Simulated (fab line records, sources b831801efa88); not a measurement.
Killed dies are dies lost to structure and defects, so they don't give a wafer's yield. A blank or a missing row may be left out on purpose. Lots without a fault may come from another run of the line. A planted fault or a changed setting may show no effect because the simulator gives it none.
Problem report in the 8D (eight disciplines) form, filled by code | flow gf180mcu | the parts of the form that need people (team, actions taken, sign-off) are left out

1. THE PROBLEM
HV_LDD_3_TW at GF_HV_LDD_TW_MEAS_38 reads a mean of 1362 on 6 wafers of 2 lots; wafers without a fault read 1447 with a standard deviation of 9.9. That is -8.6 standard deviations from the usual mean.
First seen on wafer L530.1, day 15 15:23, on film_metro-03. The record holds 39 wafers of 13 lots with a number at this step. Rule for "out", or "out of limits": more than 4 standard deviations from the usual mean. The other wafers with a number count as sound.

2. WHAT IT IS AND WHAT IT IS NOT
question                    | is                     | is not
which readings at this step | HV_LDD_3_TW            | -
which lots                  | L530, L531             | L518, L519, L520, L523, L524, L528, L534, L535, L537, L539, L540
which wafers of those lots  | all that have a number | -
read on which gauges        | film_metro-03          | film_metro-01, film_metro-04
when                        | from day 15 15:23      | up to then (18 sound wafers); but 15 sound wafers of L534, L535, L537, L539, L540 came after

3. SUSPECTS, AND WHAT RULES EACH OUT
Counting: a tool at a process step up to the reading stays a suspect if it ran every lot that is out and no sound lot after the first of them.
- the gauge at GF_HV_LDD_TW_MEAS_38: ruled out. All the wafers that are out were read on film_metro-03, but those of them that GF_HV_LDD_IMPLANT_34 has rows for are out there too, on other tools.
- implanter-02 at GF_HV_LDD_IMPLANT_34: ruled out as a lasting fault. Sound lots L537 ran on it after its first lot that is out, L530 (day 15 14:50).
Left after counting: nothing in the record.

4. THE CAUSE (what the simulator had put in)
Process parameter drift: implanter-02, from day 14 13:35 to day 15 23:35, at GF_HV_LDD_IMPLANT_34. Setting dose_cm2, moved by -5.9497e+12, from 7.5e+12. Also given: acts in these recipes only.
Counting ruled it out, wrongly: the rule takes a fault to strike every lot that its tool runs from its start on, and this one did not.

5. THE CHAIN OF EFFECTS, in route order
Each row: a reading whose mean over the struck wafers that have a number lies more than 3 standard deviations from the usual. Only readings for which the record gives a usual standard deviation are gone through. hours: the time from each lot's start at the first step in this table that gives one to its start at this step, as a median over the lots. sigmas: the change in usual standard deviations.
hours | step                 | reading            | usual        | on struck wafers | change     | sigmas
0     | GF_HV_LDD_IMPLANT_34 | dose_ions_cm2      | 7.501e+12    | 1.554e+12        | -5.947e+12 | -99 or more
0     | GF_HV_LDD_IMPLANT_34 | faraday_current_uA | 42.2         | 8.7              | -33.6      | -40
1     | GF_HV_LDD_TW_MEAS_38 | HV_LDD_3_TW        | 1447         | 1362             | -86        | -8.6
23    | GF_HV_LDD_RS_MEAS_53 | HV_LDD_RS          | 418.6 ohm/sq | 435.3            | +16.7      | +17
The process steps in it:
- GF_HV_LDD_IMPLANT_34

6. WHAT WOULD HAVE CAUGHT IT SOONER
In this record the first reading out of limits at a measuring or inspecting step was taken at day 15 15:23, 26 hours after the fault began at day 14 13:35.
The tool's own readings at GF_HV_LDD_IMPLANT_34 were out on every struck wafer that the step has a row for (dose_ions_cm2, faraday_current_uA): an alarm limit on them would have fired on the first of those.
